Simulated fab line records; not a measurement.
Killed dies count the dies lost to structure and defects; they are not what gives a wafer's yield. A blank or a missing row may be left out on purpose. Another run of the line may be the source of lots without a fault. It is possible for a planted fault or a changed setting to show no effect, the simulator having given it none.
fab line records + flow gf180mcu
record
- lots=14
- wafers=42
- last_day=36
route steps=602 shown HV_LDD@228 V2@405 M3@409
lots untouched by any fault: they come from a run of this same line in which no faults occurred
start_h: start of the lot's first displayed wafer, in hours after the record's first day + wait_h: time in hours since the lot's previous step + " as in the row above + L1.1+2: one row covering several wafers at once + - value missing, or start not given + * or withheld: withheld + < > ~ a bound
route shown NAME@n: names a module that has steps shown in the file, with the first one's number in the route + usual: mean and standard deviation over wafers with no fault + same: alike in all rows + chamber/n: place in a boat + sites: each site's reading + _std_site: the standard deviation of these + _edge_site: the outer-site mean with the inner-site mean subtracted + radius_mm: for every site, how far away it sits from the centre of the wafer + mask NAME#n: copy n + behind: tool/chamber where the wafer was last shaped + hold: the reason the lot was held/the length of the hold in hours/how it ended + device: names the non-switching transistor (n, p or np) + end of line: the tests these same wafers got at the end of their route + step lacking rows: just its recipe + killed: count of dies lost to structure and defects at first sort (not the wafer's yield) + map: a wafer's dies, marking killed ones x, the rest . and places with no die _
set.NAME: the setting the step ran with; set.NAME@STEP: the setting that earlier step ran with + model.NAME: the simulator's own value behind a step, which no gauge read
one table for each step of the route and one row for each wafer, over a sample of lots
services: from which hour (start_h, from the record's first day; less than 0 if before it) a tool's chamber was out of use, for how many hours, and why
## steps
# step GF_HV_LDD_RTA_52
# recipe
- temp_c=1000
- time_s=10
- ambient=N2
# usual
- lamp_power_pct=34.3/2.7
- wafer_temp_C_max=1005.2/1.1
| lot.wafer | tool          | chamber | start_h | wait_h | lamp_power_pct | wafer_temp_C_max |
|-----------|---------------|---------|---------|--------|----------------|------------------|
| L712.1    | rtp_anneal-02 | 0       | 327.79  | 0.0    | 37.6           | 1005.7           |
| L712.4    | "             | 0       | "       | "      | 37.6           | 1003.5           |
| L712.6    | "             | 0       | "       | "      | 37.6           | 1002.8           |
| L713.1    | rtp_anneal-01 | 0       | 335.09  | 0.0    | 32.0           | 1005.4           |
| L713.3    | "             | 0       | "       | "      | 32.1           | 1006.3           |
| L713.5    | "             | 0       | "       | "      | 32.0           | 1008.3           |
| L715.1    | rtp_anneal-01 | 0       | 352.13  | 0.0    | 32.0           | 1007.8           |
| L715.2    | "             | 0       | "       | "      | 32.0           | 1005.4           |
| L715.6    | "             | 0       | "       | "      | 32.0           | 1006.0           |
| L716.2    | rtp_anneal-02 | 0       | 358.35  | 0.0    | 37.6           | 1003.8           |
| L716.3    | "             | 0       | "       | "      | 37.7           | 1005.8           |
| L716.4    | "             | 0       | "       | "      | 37.6           | 1003.4           |
| L717.1    | rtp_anneal-02 | 0       | 363.04  | 0.0    | 37.6           | 1005.3           |
| L717.4    | "             | 0       | "       | "      | 37.6           | 1003.3           |
| L717.6    | "             | 0       | "       | "      | 37.6           | 1004.6           |
| L718.2    | rtp_anneal-01 | 0       | 376.65  | 0.0    | 32.0           | 1007.7           |
| L718.4    | "             | 0       | "       | "      | 32.1           | 1006.8           |
| L718.6    | "             | 0       | "       | "      | 32.0           | 1004.3           |
| L719.1    | rtp_anneal-01 | 0       | 383.19  | 0.0    | 32.0           | 1006.8           |
| L719.2    | "             | 0       | "       | "      | 32.0           | 1006.8           |
| L719.6    | "             | 0       | "       | "      | 32.0           | 1004.9           |
| L720.2    | rtp_anneal-02 | 0       | 393.99  | 0.0    | 37.6           | 1004.7           |
| L720.4    | "             | 0       | "       | "      | 37.6           | 1006.3           |
| L720.6    | "             | 0       | "       | "      | 37.6           | 1004.6           |
| L721.1    | rtp_anneal-01 | 0       | 399.13  | 0.0    | 32.0           | 1005.5           |
| L721.3    | "             | 0       | "       | "      | 32.0           | 1007.3           |
| L721.6    | "             | 0       | "       | "      | 32.0           | 1005.0           |
| L722.1    | rtp_anneal-02 | 0       | 405.49  | 0.0    | 37.6           | 1005.2           |
| L722.5    | "             | 0       | "       | "      | 37.6           | 1005.1           |
| L722.6    | "             | 0       | "       | "      | 37.6           | 1003.7           |
| L727.1    | rtp_anneal-02 | 0       | 450.33  | 0.0    | 27.9           | 889.3            |
| L727.3    | "             | 0       | "       | "      | 27.8           | 889.0            |
| L727.4    | "             | 0       | "       | "      | 27.8           | 889.3            |
| L729.1    | rtp_anneal-02 | 0       | 456.94  | 0.0    | 27.8           | 890.3            |
| L729.5    | "             | 0       | "       | "      | 27.8           | 889.0            |
| L729.6    | "             | 0       | "       | "      | 27.9           | 890.7            |
| L732.1    | rtp_anneal-01 | 0       | 483.83  | 0.0    | 32.0           | 1003.8           |
| L732.4    | "             | 0       | "       | "      | 32.0           | 1004.3           |
| L732.6    | "             | 0       | "       | "      | 32.1           | 1005.2           |
| L733.3    | rtp_anneal-01 | 0       | 489.61  | 0.0    | 32.0           | 1004.5           |
| L733.4    | "             | 0       | "       | "      | 32.0           | 1006.2           |
| L733.5    | "             | 0       | "       | "      | 32.0           | 1006.3           |
# step GF_HV_LDD_RS_MEAS_53
# recipe
- thk_meas_gauge=four-point-probe
# usual
- HV_LDD_RS=418.9/0.94
| lot.wafer | tool          | chamber | start_h | wait_h | HV_LDD_RS[ohm/sq] |
|-----------|---------------|---------|---------|--------|-------------------|
| L712.1    | film_metro-02 | -       | 327.86  | 0.1    | 419.0             |
| L712.4    | "             | -       | "       | "      | 421.2             |
| L712.6    | "             | -       | "       | "      | 419.6             |
| L713.1    | film_metro-02 | -       | 335.16  | 0.1    | 418.9             |
| L713.3    | "             | -       | "       | "      | 417.9             |
| L713.5    | "             | -       | "       | "      | 418.6             |
| L715.1    | film_metro-02 | -       | 352.20  | 0.1    | 417.4             |
| L715.2    | "             | -       | "       | "      | 418.0             |
| L715.6    | "             | -       | "       | "      | 416.8             |
| L716.2    | film_metro-03 | -       | 358.42  | 0.1    | 419.2             |
| L716.3    | "             | -       | "       | "      | 419.5             |
| L716.4    | "             | -       | "       | "      | 420.2             |
| L717.1    | film_metro-03 | -       | 363.11  | 0.1    | 417.8             |
| L717.4    | "             | -       | "       | "      | 418.2             |
| L717.6    | "             | -       | "       | "      | 418.3             |
| L718.2    | film_metro-04 | -       | 376.72  | 0.1    | 419.2             |
| L718.4    | "             | -       | "       | "      | 417.8             |
| L718.6    | "             | -       | "       | "      | 419.5             |
| L719.1    | film_metro-03 | -       | 383.26  | 0.1    | 418.8             |
| L719.2    | "             | -       | "       | "      | 419.0             |
| L719.6    | "             | -       | "       | "      | 417.8             |
| L720.2    | film_metro-03 | -       | 394.07  | 0.1    | 419.6             |
| L720.4    | "             | -       | "       | "      | 418.7             |
| L720.6    | "             | -       | "       | "      | 419.2             |
| L721.1    | film_metro-04 | -       | 399.20  | 0.1    | 421.4             |
| L721.3    | "             | -       | "       | "      | 419.8             |
| L721.6    | "             | -       | "       | "      | 420.0             |
| L722.1    | film_metro-03 | -       | 405.55  | 0.1    | 418.5             |
| L722.5    | "             | -       | "       | "      | 418.0             |
| L722.6    | "             | -       | "       | "      | 418.3             |
| L727.1    | film_metro-04 | -       | 450.40  | 0.1    | 415.1             |
| L727.3    | "             | -       | "       | "      | 415.4             |
| L727.4    | "             | -       | "       | "      | 414.3             |
| L729.1    | film_metro-02 | -       | 457.01  | 0.1    | 416.2             |
| L729.5    | "             | -       | "       | "      | 414.6             |
| L729.6    | "             | -       | "       | "      | 414.3             |
| L732.1    | film_metro-03 | -       | 483.90  | 0.1    | 418.2             |
| L732.4    | "             | -       | "       | "      | 417.7             |
| L732.6    | "             | -       | "       | "      | 416.3             |
| L733.3    | film_metro-03 | -       | 489.69  | 0.1    | 419.8             |
| L733.4    | "             | -       | "       | "      | 419.1             |
| L733.5    | "             | -       | "       | "      | 419.7             |
# step GF_V2_CVD_23
# recipe
- material=W
- target_thk_nm=350
- time_s=104.94
- temp_c=402.6
- pressure_torr=40
# usual
- heater_power_w=923/130
| lot.wafer | tool     | chamber | start_h | wait_h | heater_power_w |
|-----------|----------|---------|---------|--------|----------------|
| L712.1    | cvd_w-02 | 1       | 534.24  | 0.0    | 1007           |
| L712.4    | "        | 0       | "       | "      | 1027           |
| L712.6    | "        | 0       | "       | "      | 1019           |
| L713.1    | cvd_w-01 | 0       | 543.09  | 0.0    | 941            |
| L713.3    | "        | 1       | "       | "      | 710            |
| L713.5    | "        | 0       | "       | "      | 923            |
| L715.1    | cvd_w-01 | 1       | 559.18  | 0.0    | 724            |
| L715.2    | "        | 0       | "       | "      | 910            |
| L715.6    | "        | 1       | "       | "      | 708            |
| L716.2    | cvd_w-02 | 1       | 564.18  | 0.0    | 1009           |
| L716.3    | "        | 0       | "       | "      | 1034           |
| L716.4    | "        | 1       | "       | "      | 1024           |
| L717.1    | cvd_w-01 | 0       | 570.46  | 0.0    | 930            |
| L717.4    | "        | 1       | "       | "      | 733            |
| L717.6    | "        | 0       | "       | "      | 929            |
| L718.2    | cvd_w-02 | 1       | 585.44  | 0.0    | 1019           |
| L718.4    | "        | 1       | "       | "      | 1010           |
| L718.6    | "        | 0       | "       | "      | 998            |
| L719.1    | cvd_w-02 | 0       | 590.23  | 0.0    | 1044           |
| L719.2    | "        | 1       | "       | "      | 996            |
| L719.6    | "        | 1       | "       | "      | 1001           |
| L720.2    | cvd_w-01 | 1       | 599.83  | 0.0    | 731            |
| L720.4    | "        | 1       | "       | "      | 712            |
| L720.6    | "        | 1       | "       | "      | 738            |
| L721.1    | cvd_w-02 | 0       | 606.00  | 0.0    | 1039           |
| L721.3    | "        | 1       | "       | "      | 1013           |
| L721.6    | "        | 1       | "       | "      | 1006           |
| L722.1    | cvd_w-01 | 0       | 611.08  | 0.0    | 945            |
| L722.5    | "        | 1       | "       | "      | 709            |
| L722.6    | "        | 0       | "       | "      | 939            |
| L727.1    | cvd_w-01 | 1       | 649.43  | 0.0    | 717            |
| L727.3    | "        | 0       | "       | "      | 928            |
| L727.4    | "        | 1       | "       | "      | 710            |
| L729.1    | cvd_w-01 | 1       | 657.43  | 0.0    | 714            |
| L729.5    | "        | 1       | "       | "      | 713            |
| L729.6    | "        | 0       | "       | "      | 912            |
| L732.1    | cvd_w-01 | 1       | 679.47  | 0.0    | 731            |
| L732.4    | "        | 0       | "       | "      | 948            |
| L732.6    | "        | 1       | "       | "      | 729            |
| L733.3    | cvd_w-01 | 0       | 684.20  | 0.1    | 927            |
| L733.4    | "        | 1       | "       | "      | 705            |
| L733.5    | "        | 0       | "       | "      | 919            |
# step GF_V2_RS_MEAS_24
# recipe
- thk_meas_gauge=four-point-probe
- reads=W_of_V2_CVD_23+TiN_of_V2_SPUTTER_22+Ti_of_V2_SPUTTER_21
# usual
- V2_W_RS=0.313/0.0034
| lot.wafer | tool          | chamber | start_h | wait_h | V2_W_RS[ohm/sq] |
|-----------|---------------|---------|---------|--------|-----------------|
| L712.1    | film_metro-02 | -       | 534.35  | 0.1    | 0.322           |
| L712.4    | "             | -       | "       | "      | 0.312           |
| L712.6    | "             | -       | "       | "      | 0.309           |
| L713.1    | film_metro-04 | -       | 543.20  | 0.1    | 0.311           |
| L713.3    | "             | -       | "       | "      | 0.311           |
| L713.5    | "             | -       | "       | "      | 0.312           |
| L715.1    | film_metro-04 | -       | 559.30  | 0.1    | 0.312           |
| L715.2    | "             | -       | "       | "      | 0.313           |
| L715.6    | "             | -       | "       | "      | 0.308           |
| L716.2    | film_metro-04 | -       | 564.31  | 0.1    | 0.317           |
| L716.3    | "             | -       | "       | "      | 0.312           |
| L716.4    | "             | -       | "       | "      | 0.313           |
| L717.1    | film_metro-04 | -       | 570.57  | 0.1    | 0.316           |
| L717.4    | "             | -       | "       | "      | 0.313           |
| L717.6    | "             | -       | "       | "      | 0.311           |
| L718.2    | film_metro-03 | -       | 585.57  | 0.1    | 0.316           |
| L718.4    | "             | -       | "       | "      | 0.319           |
| L718.6    | "             | -       | "       | "      | 0.313           |
| L719.1    | film_metro-03 | -       | 590.35  | 0.1    | 0.317           |
| L719.2    | "             | -       | "       | "      | 0.318           |
| L719.6    | "             | -       | "       | "      | 0.318           |
| L720.2    | film_metro-04 | -       | 599.96  | 0.1    | 0.311           |
| L720.4    | "             | -       | "       | "      | 0.310           |
| L720.6    | "             | -       | "       | "      | 0.307           |
| L721.1    | film_metro-04 | -       | 606.11  | 0.1    | 0.310           |
| L721.3    | "             | -       | "       | "      | 0.314           |
| L721.6    | "             | -       | "       | "      | 0.317           |
| L722.1    | film_metro-04 | -       | 611.20  | 0.1    | 0.315           |
| L722.5    | "             | -       | "       | "      | 0.308           |
| L722.6    | "             | -       | "       | "      | 0.314           |
| L727.1    | film_metro-02 | -       | 649.54  | 0.1    | 0.313           |
| L727.3    | "             | -       | "       | "      | 0.314           |
| L727.4    | "             | -       | "       | "      | 0.312           |
| L729.1    | film_metro-04 | -       | 657.55  | 0.1    | 0.310           |
| L729.5    | "             | -       | "       | "      | 0.308           |
| L729.6    | "             | -       | "       | "      | 0.316           |
| L732.1    | film_metro-04 | -       | 679.58  | 0.1    | 0.312           |
| L732.4    | "             | -       | "       | "      | 0.311           |
| L732.6    | "             | -       | "       | "      | 0.309           |
| L733.3    | film_metro-02 | -       | 684.32  | 0.1    | 0.314           |
| L733.4    | "             | -       | "       | "      | 0.311           |
| L733.5    | "             | -       | "       | "      | 0.311           |
# step GF_M3_SPUTTER_00
# recipe
- material=Ti
- target_thk_nm=37.5
- arriving_ion_energy_ev=80
- substrate_temp_c=200
- chamber_pressure_pa=2
- power_w=4000
- time_s=150
# usual
- throttle_valve_pct=30.0/0.76
| lot.wafer | tool           | chamber | start_h | wait_h | throttle_valve_pct |
|-----------|----------------|---------|---------|--------|--------------------|
| L712.1    | pvd_sputter-03 | -       | 534.83  | 0.1    | 30.9               |
| L712.4    | "              | -       | "       | "      | 29.9               |
| L712.6    | "              | -       | "       | "      | 28.8               |
| L713.1    | pvd_sputter-03 | -       | 543.68  | 0.1    | 31.0               |
| L713.3    | "              | -       | "       | "      | 28.8               |
| L713.5    | "              | -       | "       | "      | 29.8               |
| L715.1    | pvd_sputter-03 | -       | 559.78  | 0.1    | 29.9               |
| L715.2    | "              | -       | "       | "      | 31.0               |
| L715.6    | "              | -       | "       | "      | 29.9               |
| L716.2    | pvd_sputter-03 | -       | 564.77  | 0.1    | 28.8               |
| L716.3    | "              | -       | "       | "      | 31.0               |
| L716.4    | "              | -       | "       | "      | 30.9               |
| L717.1    | pvd_sputter-01 | -       | 571.05  | 0.1    | 29.3               |
| L717.4    | "              | -       | "       | "      | 28.5               |
| L717.6    | "              | -       | "       | "      | 28.4               |
| L718.2    | pvd_sputter-01 | -       | 586.03  | 0.2    | 28.6               |
| L718.4    | "              | -       | "       | "      | 29.3               |
| L718.6    | "              | -       | "       | "      | 29.2               |
| L719.1    | pvd_sputter-04 | -       | 590.83  | 0.1    | 30.4               |
| L719.2    | "              | -       | "       | "      | 30.9               |
| L719.6    | "              | -       | "       | "      | 29.8               |
| L720.2    | pvd_sputter-04 | -       | 600.42  | 0.2    | 29.7               |
| L720.4    | "              | -       | "       | "      | 30.3               |
| L720.6    | "              | -       | "       | "      | 31.0               |
| L721.1    | pvd_sputter-04 | -       | 606.77  | 0.2    | 30.7               |
| L721.3    | "              | -       | "       | "      | 29.8               |
| L721.6    | "              | -       | "       | "      | 31.0               |
| L722.1    | pvd_sputter-04 | -       | 611.68  | 0.1    | 30.6               |
| L722.5    | "              | -       | "       | "      | 30.3               |
| L722.6    | "              | -       | "       | "      | 30.0               |
| L727.1    | pvd_sputter-01 | -       | 650.02  | 0.1    | 28.3               |
| L727.3    | "              | -       | "       | "      | 29.0               |
| L727.4    | "              | -       | "       | "      | 29.1               |
| L729.1    | pvd_sputter-04 | -       | 658.03  | 0.2    | 31.0               |
| L729.5    | "              | -       | "       | "      | 31.0               |
| L729.6    | "              | -       | "       | "      | 29.9               |
| L732.1    | pvd_sputter-01 | -       | 680.06  | 0.2    | 28.7               |
| L732.4    | "              | -       | "       | "      | 29.3               |
| L732.6    | "              | -       | "       | "      | 30.4               |
| L733.3    | pvd_sputter-03 | -       | 684.96  | 0.1    | 30.4               |
| L733.4    | "              | -       | "       | "      | 31.0               |
| L733.5    | "              | -       | "       | "      | 31.1               |
## services
| tool           | chamber | start_h | hours | kind       |
|----------------|---------|---------|-------|------------|
| pvd_sputter-04 | -       | 307.67  | 1.2   | repair     |
| cvd_w-01       | 1       | 314.43  | 1.9   | repair     |
| pvd_sputter-04 | -       | 324.33  | 7.5   | repair     |
| cvd_w-01       | -       | 337.03  | 2.5   | repair     |
| cvd_w-01       | 1       | 340.14  | 14.9  | repair     |
| pvd_sputter-03 | -       | 356.54  | 2.6   | repair     |
| pvd_sputter-01 | -       | 362.35  | 4.3   | repair     |
| cvd_w-01       | -       | 390.00  | 14.0  | pm         |
| cvd_w-01       | 0       | 390.00  | 14.0  | vent_cycle |
| cvd_w-01       | 1       | 390.00  | 14.0  | vent_cycle |
| cvd_w-01       | 0       | 404.00  | -     | clean      |
| cvd_w-01       | 1       | 442.44  | 6.0   | repair     |
| pvd_sputter-03 | -       | 451.92  | 1.3   | repair     |
| cvd_w-01       | 0       | 473.92  | 2.8   | repair     |
| cvd_w-01       | 1       | 478.42  | 4.1   | repair     |
| cvd_w-02       | -       | 482.49  | 1.5   | repair     |
| cvd_w-01       | -       | 521.68  | 1.0   | repair     |
| pvd_sputter-01 | -       | 549.63  | 1.2   | repair     |
| cvd_w-02       | 0       | 565.49  | 3.8   | repair     |
| cvd_w-02       | 1       | 615.03  | 5.3   | repair     |
| pvd_sputter-01 | -       | 648.52  | 0.9   | repair     |
| pvd_sputter-01 | -       | 655.87  | 3.9   | repair     |
| pvd_sputter-03 | -       | 669.65  | 1.0   | repair     |
| rtp_anneal-01  | -       | 676.40  | 2.6   | pm         |
## key
first_sign
- step=GF_HV_LDD_RTA_52
- reading=wafer_temp_C_max
- direction=down
- sigmas=99+
- usual=*
- struck=*
effect
- step=GF_HV_LDD_RTA_52
- reading=lamp_power_pct
- direction=down
- sigmas=2.4
- usual=34.3
- struck=27.8
effect
- step=GF_HV_LDD_RS_MEAS_53
- reading=HV_LDD_RS
- direction=down
- sigmas=4.2
- usual=418.9
- struck=415.0
met_at GF_HV_LDD_RTA_52
struck_lots L727,L729
tester_left_out L727,L729
not_acting_at GF_V2_CVD_23,GF_V2_RS_MEAS_24,GF_M3_SPUTTER_00
onset_between 405.49 450.33
fault
- kind=process_parameter_drift
- tool=rtp_anneal-02
- chamber=-
- onset_h=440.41
- steps=GF_HV_LDD_RTA_52
- channel=temp_c
- offset=*
- shape=step
- end_h=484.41
- acts_in=*
- stated=*
# tester_left_out: of these lots the tester's yield and bins aren't shown, on N5 and GAA mostly nor the transistor test; their killed dies are dies lost to structure and defects alone, not to doping, threshold or leakage, so they don't give the yield
